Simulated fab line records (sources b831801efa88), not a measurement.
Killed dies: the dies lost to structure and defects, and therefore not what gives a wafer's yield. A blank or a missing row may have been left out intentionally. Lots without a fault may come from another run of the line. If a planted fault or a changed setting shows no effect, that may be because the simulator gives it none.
Problem report, 8D (eight disciplines) form, completed by code -- flow sky130 -- the parts of the form that need people (team, actions taken, sign-off) are left out

## 1. WHAT WENT WRONG
Wafers without a fault read 43, standard deviation 7.1; killed_at_M0_to_M3 at SKY_PAD_OPEN_PROBE_99 reads a mean of 78 on 2 wafers belonging to 2 lots. That puts it +5.0 standard deviations away from the usual mean.
First seen on wafer L515.6, day 48 04:38, on prober-01. The record holds 21 wafers of 7 lots with a number at this step. By rule, "out" or "out of limits" means more than 4 standard deviations away from the usual mean. Any other wafer with a number is counted as sound.

## 2. WHAT IT IS, WHAT IT ISN'T
question,is,is not
which readings at this step,killed_at_M0_to_M3,"killed_at_M4_up, killed at contacts, killed at other, killed open, killed short, sort_bin_6_memory"
which lots,"L515, L516","L507, L521, L522, L525, L526"
which wafers of those lots,"L515.6, L516.6","L515.1, L515.2, L516.4, L516.5"
read on which tools,"prober-01, prober-02",-
when,from day 48 04:38,"up to then (5 sound wafers); but 14 sound wafers of L516, L521, L522, L525, L526 came after"

## 3. SUSPECTS, AND WHAT RULES EACH OUT
Counting: if a tool at a process step up to the reading ran every lot that is out, it stays a suspect. Sound lots after the first of them don't rule it out here, since some wafers of a struck lot are sound.
- pvd sputter-03 at SKY_METAL2_SPUTTER_03 (material Ti, target thk 5 nm, time 3.3 s): kept. It ran every lot that is out, first L515 (day 37 03:09).
- plasma asher-03 at SKY_METAL4_STRIP_19 (strips in O2/N2): kept. It ran every lot that is out, first L515 (day 44 10:27).
The count leaves plasma asher-03 at SKY_METAL4_STRIP_19 and pvd sputter-03 at SKY_METAL2_SPUTTER_03.

## 4. THE CAUSE (what the simulator had put in)
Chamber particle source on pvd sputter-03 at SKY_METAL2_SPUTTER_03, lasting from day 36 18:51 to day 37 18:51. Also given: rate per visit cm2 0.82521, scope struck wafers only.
Counting left 2 suspects, and this tool is among them.

## 5. THE EFFECT CHAIN, in route order
Rows list readings where the struck wafers' mean (over those with a number) sits beyond 3 standard deviations from the usual. Only readings whose record carries a usual standard deviation are examined. hours: median over the lots of the time between each lot's start at the first step of this table that gives one and its start at this step. sigmas: the change, counted in usual standard deviations.
hours,step,reading,usual,on struck wafers,change,sigmas
0,SKY_PAD_OPEN_PROBE_99,killed_at_M0_to_M3,43,78,+36,+5.0
Its process steps:
- SKY_PAD_OPEN_PROBE_99

## 6. HOW IT WOULD HAVE BEEN CAUGHT EARLIER
In this record the first reading out of limits was taken at day 48 04:38, 274 hours after the fault began at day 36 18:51.
An alarm limit of 4 standard deviations would not have fired on the tool readings at SKY_METAL2_SPUTTER_03 for which the record gives a usual standard deviation, since none of them was out on any struck wafer.
All the lots that are out (2) had begun SKY_METAL2_SPUTTER_03 on pvd sputter-03 by day 48 04:38. Had the tool been put on hold then, not one of them would have been saved.
